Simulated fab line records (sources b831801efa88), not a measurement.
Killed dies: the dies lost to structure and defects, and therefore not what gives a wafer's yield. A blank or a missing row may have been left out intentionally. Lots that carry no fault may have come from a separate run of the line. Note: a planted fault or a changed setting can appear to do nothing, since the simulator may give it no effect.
Matching of chambers    flow gf180mcu    GF_V3_CVD_02 on pecvd-02: 3 sister chambers
The step deposits SiO2 from TEOS, target thk 850 nm, time 94.851 s. 27 wafers are shown with their chamber, then 12 later ones without.

== WAFERS WITH THEIR CHAMBER ==
wafer   chamber  heaterPowerW (W)
L077.2  0        651
L077.3  1        598
L077.6  2        620
L080.1  1        621
L080.2  0        640
L080.6  2        587
L081.1  2        575
L081.4  1        651
L081.6  2        600
L084.1  2        521
L084.2  0        671
L084.3  1        598
L084.4  2        579
L084.5  0        542
L084.6  1        649
L085.1  1        644
L085.2  2        596
L085.3  0        620
L085.4  2        618
L085.5  0        662
L085.6  1        670
L087.3  2        498
L087.4  0        663
L087.5  2        561
L089.1  1        670
L089.2  2        619
L089.3  0        554

SIGNATURES (means of the wafers above)
reading       chamber 0  chamber 1  chamber 2  scatter within a chamber
heaterPowerW  625.38     637.62     579.45     40.6
Rule: for a wafer and a chamber, the distance is found by dividing, reading by reading, the gap between the wafer's reading and the chamber's mean by the reading's scatter, squaring, summing and taking the root. The wafer belongs to the nearest chamber; if the next one is less than 2 further off, it can't be placed. The scatter: take each reading less its chamber's mean, square it, sum over the shown wafers, divide by the number of wafers less the number of chambers, and take the root.

== WAFERS WITH NO CHAMBER GIVEN ==
wafer   heaterPowerW (W)
L089.4  490
L089.5  624
L089.6  671
L090.2  545
L090.4  608
L090.5  495
L091.1  593
L091.3  598
L091.5  631
L097.1  619
L097.2  593
L097.4  665

== CHAMBER TAKEN BY EACH ==
wafer   from the rows above           in truth
L089.4  can't be placed: 2 or 0 or 1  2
L089.5  can't be placed: 0 or 1 or 2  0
L089.6  can't be placed: 1 or 0 or 2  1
L090.2  can't be placed: 2 or 0 or 1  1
L090.4  can't be placed: 0 or 2 or 1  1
L090.5  can't be placed: 2 or 0 or 1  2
L091.1  can't be placed: 2 or 0 or 1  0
L091.3  can't be placed: 2 or 0 or 1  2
L091.5  can't be placed: 0 or 1 or 2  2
L097.1  can't be placed: 0 or 1 or 2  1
L097.2  can't be placed: 2 or 0 or 1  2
L097.4  can't be placed: 1 or 0 or 2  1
0 of 12 placed correctly. From these rows, 12 cannot be placed; in 12 the true chamber is one of the candidates. 0 placed wrongly.
